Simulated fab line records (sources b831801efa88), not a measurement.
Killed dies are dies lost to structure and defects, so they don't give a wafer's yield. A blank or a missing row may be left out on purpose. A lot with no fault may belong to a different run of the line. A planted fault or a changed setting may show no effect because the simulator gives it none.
fab line records || flow gf180mcu || part 2 of 2: steps 31 to 42 of 42
[record] {"lots": 5, "wafers": 15, "last-day": 33}
route steps=602 shown POLY_GATE@158 HV_LDD@176
lots that met no fault: taken from a fault-free run of the same line
start-h: hours from the record's opening day to when the first of the lot's shown wafers began || wait-h: how many hours have passed since the lot's step before this one || " identical to the entry in the row above || L1.1+2: one row covering several wafers at once || - either no value or no given start || * or withheld: withheld || < > ~ a bound
route shown NAME@n: a module of which the file shows steps, and the number in the route of the first || usual: mean and standard deviation over wafers with no fault || same: alike in all rows || chamber/n: place in a boat || sites: each site's reading || _std_site: how widely they spread, as a standard deviation || _edge_site: the outer-site mean with the inner-site mean subtracted || radius-mm: for every site, how far away it sits from the centre of the wafer || mask NAME#n: copy n || behind: the last tool/chamber to shape the wafer || hold: cause of the lot's hold/its duration in hours/its outcome || device: the transistor (n, p or np) that didn't switch || end of line: the same wafers' tests at the end of the route || for a step that has no rows: nothing shown but its recipe || killed: dies that structure and defects cost at the first sort, which is not the same as the wafer's yield || map: a wafer's dies, marking killed ones x, the rest . and places with no die _
set.NAME: the setting the step ran with; set.NAME@STEP: the setting that earlier step ran with || model.NAME: the simulator's own value behind a step, which no gauge read
lots at some steps of the route; a table a step, a row a wafer
services: the hour from which a tool's chamber was out of use, counted from the record's first day as start-h (under 0 if before that day), plus the number of hours and why
[[steps]]
[step GF_HV_LDD_DEHYDRATE_12]
[recipe] {"temp-c": 200, "time-s": 60}
{"lot.wafer": "L075.1+2+5", "tool": "litho-track-01", "chamber": 0, "start-h": 235.99, "wait-h": 8.1}
{"lot.wafer": "L085.1+3+5", "tool": "litho-track-02", "chamber": 0, "start-h": 306.56, "wait-h": 9.5}
{"lot.wafer": "L089.3+4+5", "tool": "litho-track-04", "chamber": 0, "start-h": 336.28, "wait-h": 10.2}
{"lot.wafer": "L091.1+3+4", "tool": "litho-track-04", "chamber": 0, "start-h": 353.68, "wait-h": 9.9}
{"lot.wafer": "L093.2+5+6", "tool": "litho-track-04", "chamber": 0, "start-h": 372.15, "wait-h": 10.7}
[step GF_HV_LDD_HMDS_13]
[recipe] {"prime-time-s": 60, "prime-temp-c": 120}
{"lot.wafer": "L075.1+2+5", "tool": "litho-track-01", "chamber": 0, "start-h": 236.14, "wait-h": 0.1}
{"lot.wafer": "L085.1+3+5", "tool": "litho-track-02", "chamber": 0, "start-h": 306.71, "wait-h": 0.1}
{"lot.wafer": "L089.3+4+5", "tool": "litho-track-04", "chamber": 0, "start-h": 336.43, "wait-h": 0.1}
{"lot.wafer": "L091.1+3+4", "tool": "litho-track-04", "chamber": 0, "start-h": 353.83, "wait-h": 0.1}
{"lot.wafer": "L093.2+5+6", "tool": "litho-track-04", "chamber": 0, "start-h": 372.30, "wait-h": 0.1}
[step GF_HV_LDD_COAT_14]
[recipe] {"resist": "NOVOLAK", "spin-rpm": 3000, "resist-thk-nm": 1000}
{"lot.wafer": "L075.1+2+5", "tool": "litho-track-01", "chamber": 0, "start-h": 236.29, "wait-h": 0.1}
{"lot.wafer": "L085.1+3+5", "tool": "litho-track-02", "chamber": 0, "start-h": 306.86, "wait-h": 0.1}
{"lot.wafer": "L089.3+4+5", "tool": "litho-track-04", "chamber": 0, "start-h": 336.58, "wait-h": 0.1}
{"lot.wafer": "L091.1+3+4", "tool": "litho-track-04", "chamber": 0, "start-h": 353.98, "wait-h": 0.1}
{"lot.wafer": "L093.2+5+6", "tool": "litho-track-04", "chamber": 0, "start-h": 372.45, "wait-h": 0.1}
[step GF_HV_LDD_SOFTBAKE_15]
[recipe] {"temp-c": 90, "time-s": 60, "resist": "NOVOLAK"}
{"lot.wafer": "L075.1+2+5", "tool": "litho-track-01", "chamber": 0, "start-h": 236.44, "wait-h": 0.1}
{"lot.wafer": "L085.1+3+5", "tool": "litho-track-02", "chamber": 0, "start-h": 307.01, "wait-h": 0.1}
{"lot.wafer": "L089.3+4+5", "tool": "litho-track-04", "chamber": 0, "start-h": 336.73, "wait-h": 0.1}
{"lot.wafer": "L091.1+3+4", "tool": "litho-track-04", "chamber": 0, "start-h": 354.13, "wait-h": 0.1}
{"lot.wafer": "L093.2+5+6", "tool": "litho-track-04", "chamber": 0, "start-h": 372.60, "wait-h": 0.1}
[step GF_HV_LDD_EXPOSE_16]
[recipe] {"mask-id": "Pplus_LV_AREA", "target-cd-nm": 400, "na": 0.6, "source-shape": "conventional", "sigma-outer": 0.6, "dose-mj": 140}
{"lot.wafer": "L075.1+2+5", "tool": "iline-stepper-02", "chamber": 0, "start-h": "-", "wait-h": "-", "mask": "Pplus_LV_AREA#0"}
{"lot.wafer": "L085.1+3+5", "tool": "iline-stepper-01", "chamber": 0, "start-h": "-", "wait-h": "-", "mask": "Pplus_LV_AREA#0"}
{"lot.wafer": "L089.3+4+5", "tool": "iline-stepper-01", "chamber": 0, "start-h": "-", "wait-h": "-", "mask": "Pplus_LV_AREA#0"}
{"lot.wafer": "L091.1+3+4", "tool": "iline-stepper-01", "chamber": 0, "start-h": "-", "wait-h": "-", "mask": "Pplus_LV_AREA#0"}
{"lot.wafer": "L093.2+5+6", "tool": "iline-stepper-02", "chamber": 0, "start-h": "-", "wait-h": "-", "mask": "Pplus_LV_AREA#0"}
[step GF_HV_LDD_PEB_17]
[recipe] {"temp-c": "withheld", "time-s": "*", "resist": "NOVOLAK"}
{"lot.wafer": "L075.1+2+5", "tool": "litho-track-01", "chamber": 0, "start-h": "-", "wait-h": "-"}
{"lot.wafer": "L085.1+3+5", "tool": "litho-track-02", "chamber": 0, "start-h": "-", "wait-h": "-"}
{"lot.wafer": "L089.3+4+5", "tool": "litho-track-02", "chamber": 0, "start-h": "-", "wait-h": "-"}
{"lot.wafer": "L091.1+3+4", "tool": "litho-track-01", "chamber": 0, "start-h": "-", "wait-h": "-"}
{"lot.wafer": "L093.2+5+6", "tool": "litho-track-04", "chamber": 0, "start-h": "-", "wait-h": "-"}
[step GF_HV_LDD_DEVELOP_18]
[recipe] {"develop-time-s": 60, "dev-temp-c": 23}
[same] {"develop-time-s": 60}
{"lot.wafer": "L075.1+2+5", "tool": "litho-track-01", "chamber": 0, "start-h": 245.79, "wait-h": 0.1}
{"lot.wafer": "L085.1+3+5", "tool": "litho-track-02", "chamber": 0, "start-h": 317.26, "wait-h": 0.1}
{"lot.wafer": "L089.3+4+5", "tool": "litho-track-02", "chamber": 0, "start-h": 347.66, "wait-h": 0.1}
{"lot.wafer": "L091.1+3+4", "tool": "litho-track-01", "chamber": 0, "start-h": 364.69, "wait-h": 0.1}
{"lot.wafer": "L093.2+5+6", "tool": "litho-track-04", "chamber": 0, "start-h": 383.60, "wait-h": 0.1}
[step GF_HV_LDD_CD_MEAS_19]
[recipe] {"target-cd-nm": 400}
[usual] {"cd-nm": "400.1/2.2"}
{"lot.wafer": "L075.1", "tool": "cd-sem-01", "chamber": "-", "start-h": 245.94, "wait-h": 0.1, "cd-nm": 402.4}
{"lot.wafer": "L075.2", "tool": "cd-sem-01", "chamber": "-", "start-h": 245.94, "wait-h": 0.1, "cd-nm": 403.8}
{"lot.wafer": "L075.5", "tool": "cd-sem-01", "chamber": "-", "start-h": 245.94, "wait-h": 0.1, "cd-nm": 403.4}
{"lot.wafer": "L085.1", "tool": "cd-sem-02", "chamber": "-", "start-h": 317.41, "wait-h": 0.1, "cd-nm": 398.5}
{"lot.wafer": "L085.3", "tool": "cd-sem-02", "chamber": "-", "start-h": 317.41, "wait-h": 0.1, "cd-nm": 400.3}
{"lot.wafer": "L085.5", "tool": "cd-sem-02", "chamber": "-", "start-h": 317.41, "wait-h": 0.1, "cd-nm": 397.4}
{"lot.wafer": "L089.3", "tool": "cd-sem-01", "chamber": "-", "start-h": 347.80, "wait-h": 0.1, "cd-nm": 399.8}
{"lot.wafer": "L089.4", "tool": "cd-sem-01", "chamber": "-", "start-h": 347.80, "wait-h": 0.1, "cd-nm": 400.0}
{"lot.wafer": "L089.5", "tool": "cd-sem-01", "chamber": "-", "start-h": 347.80, "wait-h": 0.1, "cd-nm": 402.0}
{"lot.wafer": "L091.1", "tool": "cd-sem-01", "chamber": "-", "start-h": 364.84, "wait-h": 0.1, "cd-nm": 398.0}
{"lot.wafer": "L091.3", "tool": "cd-sem-01", "chamber": "-", "start-h": 364.84, "wait-h": 0.1, "cd-nm": 397.9}
{"lot.wafer": "L091.4", "tool": "cd-sem-01", "chamber": "-", "start-h": 364.84, "wait-h": 0.1, "cd-nm": 400.0}
{"lot.wafer": "L093.2", "tool": "cd-sem-02", "chamber": "-", "start-h": 383.75, "wait-h": 0.1, "cd-nm": 401.7}
{"lot.wafer": "L093.5", "tool": "cd-sem-02", "chamber": "-", "start-h": 383.75, "wait-h": 0.1, "cd-nm": 400.0}
{"lot.wafer": "L093.6", "tool": "cd-sem-02", "chamber": "-", "start-h": 383.75, "wait-h": 0.1, "cd-nm": 400.4}
[step GF_HV_LDD_OVL_MEAS_20]
[usual] {"HV_LDD_01_OVL": "0.6/1.4"}
{"lot.wafer": "L075.1", "tool": "overlay-01", "chamber": "-", "start-h": 246.06, "wait-h": 0.1, "HV_LDD_01_OVL[nm]": -0.9}
{"lot.wafer": "L075.2", "tool": "overlay-01", "chamber": "-", "start-h": 246.06, "wait-h": 0.1, "HV_LDD_01_OVL[nm]": 0.3}
{"lot.wafer": "L075.5", "tool": "overlay-01", "chamber": "-", "start-h": 246.06, "wait-h": 0.1, "HV_LDD_01_OVL[nm]": 0.6}
{"lot.wafer": "L085.1", "tool": "overlay-01", "chamber": "-", "start-h": 317.53, "wait-h": 0.1, "HV_LDD_01_OVL[nm]": 1.2}
{"lot.wafer": "L085.3", "tool": "overlay-01", "chamber": "-", "start-h": 317.53, "wait-h": 0.1, "HV_LDD_01_OVL[nm]": 2.3}
{"lot.wafer": "L085.5", "tool": "overlay-01", "chamber": "-", "start-h": 317.53, "wait-h": 0.1, "HV_LDD_01_OVL[nm]": -0.4}
{"lot.wafer": "L089.3", "tool": "overlay-01", "chamber": "-", "start-h": 347.90, "wait-h": 0.1, "HV_LDD_01_OVL[nm]": 0.7}
{"lot.wafer": "L089.4", "tool": "overlay-01", "chamber": "-", "start-h": 347.90, "wait-h": 0.1, "HV_LDD_01_OVL[nm]": -1.7}
{"lot.wafer": "L089.5", "tool": "overlay-01", "chamber": "-", "start-h": 347.90, "wait-h": 0.1, "HV_LDD_01_OVL[nm]": 1.0}
{"lot.wafer": "L091.1", "tool": "overlay-02", "chamber": "-", "start-h": 364.96, "wait-h": 0.1, "HV_LDD_01_OVL[nm]": -0.7}
{"lot.wafer": "L091.3", "tool": "overlay-02", "chamber": "-", "start-h": 364.96, "wait-h": 0.1, "HV_LDD_01_OVL[nm]": 2.3}
{"lot.wafer": "L091.4", "tool": "overlay-02", "chamber": "-", "start-h": 364.96, "wait-h": 0.1, "HV_LDD_01_OVL[nm]": 0.0}
{"lot.wafer": "L093.2", "tool": "overlay-02", "chamber": "-", "start-h": 383.85, "wait-h": 0.1, "HV_LDD_01_OVL[nm]": 2.7}
{"lot.wafer": "L093.5", "tool": "overlay-02", "chamber": "-", "start-h": 383.85, "wait-h": 0.1, "HV_LDD_01_OVL[nm]": 2.0}
{"lot.wafer": "L093.6", "tool": "overlay-02", "chamber": "-", "start-h": 383.85, "wait-h": 0.1, "HV_LDD_01_OVL[nm]": 2.4}
[step GF_HV_LDD_IMPLANT_21]
[recipe] {"species": "BF2", "energy-kev": 25, "dose-cm2": 5e+13, "tilt-deg": 7}
[usual] {"dose-ions-cm2": "5e+13/5.7e+10"}
{"lot.wafer": "L075.1", "tool": "implanter-04", "chamber": 0, "start-h": 246.10, "wait-h": 0.0, "dose-ions-cm2": 5.006e+13}
{"lot.wafer": "L075.2", "tool": "implanter-04", "chamber": 0, "start-h": 246.10, "wait-h": 0.0, "dose-ions-cm2": 5.005e+13}
{"lot.wafer": "L075.5", "tool": "implanter-04", "chamber": 0, "start-h": 246.10, "wait-h": 0.0, "dose-ions-cm2": 4.999e+13}
{"lot.wafer": "L085.1", "tool": "implanter-04", "chamber": 0, "start-h": 317.57, "wait-h": 0.0, "dose-ions-cm2": 5.008e+13}
{"lot.wafer": "L085.3", "tool": "implanter-04", "chamber": 0, "start-h": 317.57, "wait-h": 0.0, "dose-ions-cm2": 5.002e+13}
{"lot.wafer": "L085.5", "tool": "implanter-04", "chamber": 0, "start-h": 317.57, "wait-h": 0.0, "dose-ions-cm2": 5.009e+13}
{"lot.wafer": "L089.3", "tool": "implanter-03", "chamber": 0, "start-h": 347.97, "wait-h": 0.1, "dose-ions-cm2": 5.007e+13}
{"lot.wafer": "L089.4", "tool": "implanter-03", "chamber": 0, "start-h": 347.97, "wait-h": 0.1, "dose-ions-cm2": 5.002e+13}
{"lot.wafer": "L089.5", "tool": "implanter-03", "chamber": 0, "start-h": 347.97, "wait-h": 0.1, "dose-ions-cm2": 5.003e+13}
{"lot.wafer": "L091.1", "tool": "implanter-04", "chamber": 0, "start-h": 365.00, "wait-h": 0.0, "dose-ions-cm2": 5.002e+13}
{"lot.wafer": "L091.3", "tool": "implanter-04", "chamber": 0, "start-h": 365.00, "wait-h": 0.0, "dose-ions-cm2": 5.007e+13}
{"lot.wafer": "L091.4", "tool": "implanter-04", "chamber": 0, "start-h": 365.00, "wait-h": 0.0, "dose-ions-cm2": 4.995e+13}
{"lot.wafer": "L093.2", "tool": "implanter-01", "chamber": 0, "start-h": 383.91, "wait-h": 0.0, "dose-ions-cm2": 5.007e+13}
{"lot.wafer": "L093.5", "tool": "implanter-01", "chamber": 0, "start-h": 383.91, "wait-h": 0.0, "dose-ions-cm2": 5.001e+13}
{"lot.wafer": "L093.6", "tool": "implanter-01", "chamber": 0, "start-h": 383.91, "wait-h": 0.0, "dose-ions-cm2": 4.993e+13}
[step GF_HV_LDD_STRIP_22]
[recipe] {"chemistry": "O2/N2", "power-w": 1400, "pressure-mtorr": 1500, "platen-temp-c": 250, "o2-flow-sccm": 3000, "n2-flow-sccm": 300, "overash-fraction": 0.5}
[usual] {"chamber-pressure-mTorr": "1500.0/1.3", "drypump-motor-current-A": "5.37/0.3", "heater-power-w": "359/47", "oes-product-au": "0.716/0.0043", "strip-time-to-endpoint-s": "12.62/0.033"}
{"lot.wafer": "L075.1", "tool": "plasma-asher-01", "chamber": 0, "start-h": 246.25, "wait-h": 0.1, "chamber-pressure-mTorr": 1499.5, "drypump-motor-current-A": 5.68, "heater-power-w": 454, "oes-product-au": 0.717, "rf-hours-counter-h": 49, "strip-time-to-endpoint-s": 12.68}
{"lot.wafer": "L075.2", "tool": "plasma-asher-01", "chamber": 1, "start-h": 246.25, "wait-h": 0.1, "chamber-pressure-mTorr": 1500.2, "drypump-motor-current-A": 5.72, "heater-power-w": 284, "oes-product-au": 0.710, "rf-hours-counter-h": 49, "strip-time-to-endpoint-s": 12.63}
{"lot.wafer": "L075.5", "tool": "plasma-asher-01", "chamber": 0, "start-h": 246.25, "wait-h": 0.1, "chamber-pressure-mTorr": 1501.3, "drypump-motor-current-A": 5.69, "heater-power-w": 445, "oes-product-au": 0.715, "rf-hours-counter-h": "-", "strip-time-to-endpoint-s": 12.63}
{"lot.wafer": "L085.1", "tool": "plasma-asher-01", "chamber": 0, "start-h": 317.72, "wait-h": 0.1, "chamber-pressure-mTorr": 1497.8, "drypump-motor-current-A": 5.73, "heater-power-w": 445, "oes-product-au": 0.714, "rf-hours-counter-h": 56, "strip-time-to-endpoint-s": 12.60}
{"lot.wafer": "L085.3", "tool": "plasma-asher-01", "chamber": 0, "start-h": 317.72, "wait-h": 0.1, "chamber-pressure-mTorr": 1499.9, "drypump-motor-current-A": 5.74, "heater-power-w": 433, "oes-product-au": 0.720, "rf-hours-counter-h": "-", "strip-time-to-endpoint-s": 12.66}
{"lot.wafer": "L085.5", "tool": "plasma-asher-01", "chamber": 1, "start-h": 317.72, "wait-h": 0.1, "chamber-pressure-mTorr": 1498.4, "drypump-motor-current-A": 5.69, "heater-power-w": 280, "oes-product-au": 0.721, "rf-hours-counter-h": "-", "strip-time-to-endpoint-s": 12.62}
{"lot.wafer": "L089.3", "tool": "plasma-asher-02", "chamber": 0, "start-h": 348.10, "wait-h": 0.1, "chamber-pressure-mTorr": 1502.8, "drypump-motor-current-A": 5.54, "heater-power-w": 385, "oes-product-au": 0.714, "rf-hours-counter-h": "-", "strip-time-to-endpoint-s": 12.65}
{"lot.wafer": "L089.4", "tool": "plasma-asher-02", "chamber": 1, "start-h": 348.10, "wait-h": 0.1, "chamber-pressure-mTorr": 1497.8, "drypump-motor-current-A": 5.47, "heater-power-w": 327, "oes-product-au": 0.704, "rf-hours-counter-h": "-", "strip-time-to-endpoint-s": 12.59}
{"lot.wafer": "L089.5", "tool": "plasma-asher-02", "chamber": 1, "start-h": 348.10, "wait-h": 0.1, "chamber-pressure-mTorr": 1500.0, "drypump-motor-current-A": 5.49, "heater-power-w": 327, "oes-product-au": 0.718, "rf-hours-counter-h": "-", "strip-time-to-endpoint-s": 12.61}
{"lot.wafer": "L091.1", "tool": "plasma-asher-03", "chamber": 1, "start-h": 365.15, "wait-h": 0.1, "chamber-pressure-mTorr": 1500.6, "drypump-motor-current-A": 4.98, "heater-power-w": 374, "oes-product-au": 0.718, "rf-hours-counter-h": 69, "strip-time-to-endpoint-s": 12.59}
{"lot.wafer": "L091.3", "tool": "plasma-asher-03", "chamber": 0, "start-h": 365.15, "wait-h": 0.1, "chamber-pressure-mTorr": 1499.8, "drypump-motor-current-A": 5.02, "heater-power-w": 347, "oes-product-au": 0.717, "rf-hours-counter-h": "-", "strip-time-to-endpoint-s": 12.58}
{"lot.wafer": "L091.4", "tool": "plasma-asher-03", "chamber": 1, "start-h": 365.15, "wait-h": 0.1, "chamber-pressure-mTorr": 1499.6, "drypump-motor-current-A": 4.97, "heater-power-w": 376, "oes-product-au": 0.719, "rf-hours-counter-h": "-", "strip-time-to-endpoint-s": 12.56}
{"lot.wafer": "L093.2", "tool": "plasma-asher-01", "chamber": 0, "start-h": 384.03, "wait-h": 0.1, "chamber-pressure-mTorr": 1501.9, "drypump-motor-current-A": 5.69, "heater-power-w": 444, "oes-product-au": 0.719, "rf-hours-counter-h": 63, "strip-time-to-endpoint-s": 12.66}
{"lot.wafer": "L093.5", "tool": "plasma-asher-01", "chamber": 1, "start-h": 384.03, "wait-h": 0.1, "chamber-pressure-mTorr": 1499.8, "drypump-motor-current-A": 5.69, "heater-power-w": 277, "oes-product-au": 0.721, "rf-hours-counter-h": "-", "strip-time-to-endpoint-s": 12.61}
{"lot.wafer": "L093.6", "tool": "plasma-asher-01", "chamber": 0, "start-h": 384.03, "wait-h": 0.1, "chamber-pressure-mTorr": 1501.8, "drypump-motor-current-A": 5.70, "heater-power-w": 427, "oes-product-au": 0.708, "rf-hours-counter-h": "-", "strip-time-to-endpoint-s": 12.60}
[step GF_HV_LDD_TW_MEAS_23]
[usual] {"HV_LDD_2_TW": "1057/5.5"}
{"lot.wafer": "L075.1", "tool": "film-metro-03", "chamber": "-", "start-h": 246.35, "wait-h": 0.1, "HV_LDD_2_TW": 1062}
{"lot.wafer": "L075.2", "tool": "film-metro-03", "chamber": "-", "start-h": 246.35, "wait-h": 0.1, "HV_LDD_2_TW": 1064}
{"lot.wafer": "L075.5", "tool": "film-metro-03", "chamber": "-", "start-h": 246.35, "wait-h": 0.1, "HV_LDD_2_TW": 1062}
{"lot.wafer": "L085.1", "tool": "film-metro-03", "chamber": "-", "start-h": 317.82, "wait-h": 0.1, "HV_LDD_2_TW": 1060}
{"lot.wafer": "L085.3", "tool": "film-metro-03", "chamber": "-", "start-h": 317.82, "wait-h": 0.1, "HV_LDD_2_TW": 1064}
{"lot.wafer": "L085.5", "tool": "film-metro-03", "chamber": "-", "start-h": 317.82, "wait-h": 0.1, "HV_LDD_2_TW": 1058}
{"lot.wafer": "L089.3", "tool": "film-metro-01", "chamber": "-", "start-h": 348.19, "wait-h": 0.1, "HV_LDD_2_TW": 1064}
{"lot.wafer": "L089.4", "tool": "film-metro-01", "chamber": "-", "start-h": 348.19, "wait-h": 0.1, "HV_LDD_2_TW": 1058}
{"lot.wafer": "L089.5", "tool": "film-metro-01", "chamber": "-", "start-h": 348.19, "wait-h": 0.1, "HV_LDD_2_TW": 1064}
{"lot.wafer": "L091.1", "tool": "film-metro-01", "chamber": "-", "start-h": 365.25, "wait-h": 0.1, "HV_LDD_2_TW": 1057}
{"lot.wafer": "L091.3", "tool": "film-metro-01", "chamber": "-", "start-h": 365.25, "wait-h": 0.1, "HV_LDD_2_TW": 1052}
{"lot.wafer": "L091.4", "tool": "film-metro-01", "chamber": "-", "start-h": 365.25, "wait-h": 0.1, "HV_LDD_2_TW": 1054}
{"lot.wafer": "L093.2", "tool": "film-metro-02", "chamber": "-", "start-h": 384.14, "wait-h": 0.1, "HV_LDD_2_TW": 1053}
{"lot.wafer": "L093.5", "tool": "film-metro-02", "chamber": "-", "start-h": 384.14, "wait-h": 0.1, "HV_LDD_2_TW": 1052}
{"lot.wafer": "L093.6", "tool": "film-metro-02", "chamber": "-", "start-h": 384.14, "wait-h": 0.1, "HV_LDD_2_TW": 1052}
[[services]]
{"tool": "implanter-04", "chamber": "-", "start-h": 176.01, "hours": 3.0, "kind": "repair"}
{"tool": "furnace-02", "chamber": "-", "start-h": 181.51, "hours": 3.0, "kind": "pm"}
{"tool": "rie-si-02", "chamber": 2, "start-h": 182.46, "hours": 17.7, "kind": "repair"}
{"tool": "iline-stepper-02", "chamber": "-", "start-h": 198.38, "hours": 8.9, "kind": "pm"}
{"tool": "plasma-asher-01", "chamber": "-", "start-h": 204.84, "hours": 0.4, "kind": "repair"}
{"tool": "rie-diel-04", "chamber": 0, "start-h": 209.46, "hours": 4.1, "kind": "repair"}
{"tool": "krf-scanner-02", "chamber": "-", "start-h": 239.86, "hours": 3.6, "kind": "pm"}
{"tool": "krf-scanner-02", "chamber": "-", "start-h": 266.37, "hours": 0.4, "kind": "repair"}
{"tool": "krf-scanner-02", "chamber": "-", "start-h": 270.17, "hours": 1.0, "kind": "pm"}
{"tool": "furnace-02", "chamber": "-", "start-h": 272.14, "hours": 3.4, "kind": "pm"}
{"tool": "iline-stepper-02", "chamber": "-", "start-h": 288.23, "hours": 5.8, "kind": "repair"}
{"tool": "iline-stepper-01", "chamber": "-", "start-h": 294.03, "hours": 1.7, "kind": "pm"}
{"tool": "krf-scanner-02", "chamber": "-", "start-h": 299.13, "hours": 4.4, "kind": "pm"}
{"tool": "implanter-01", "chamber": "-", "start-h": 301.12, "hours": 0.6, "kind": "repair"}
{"tool": "rie-si-02", "chamber": 0, "start-h": 301.48, "hours": 8.8, "kind": "repair"}
{"tool": "krf-scanner-02", "chamber": "-", "start-h": 310.68, "hours": 0.8, "kind": "pm"}
{"tool": "krf-scanner-02", "chamber": "-", "start-h": 316.95, "hours": 0.6, "kind": "repair"}
{"tool": "rie-si-02", "chamber": 1, "start-h": 317.01, "hours": 12.7, "kind": "repair"}
{"tool": "implanter-01", "chamber": "-", "start-h": 319.48, "hours": 4.9, "kind": "pm"}
{"tool": "rie-diel-04", "chamber": 1, "start-h": 325.18, "hours": 6.7, "kind": "repair"}
{"tool": "krf-scanner-02", "chamber": "-", "start-h": 331.68, "hours": 1.3, "kind": "pm"}
{"tool": "iline-stepper-02", "chamber": "-", "start-h": 332.54, "hours": 1.7, "kind": "pm"}
{"tool": "iline-stepper-01", "chamber": "-", "start-h": 359.26, "hours": 0.8, "kind": "pm"}
{"tool": "rie-si-02", "chamber": "-", "start-h": 369.93, "hours": 0.1, "kind": "repair"}
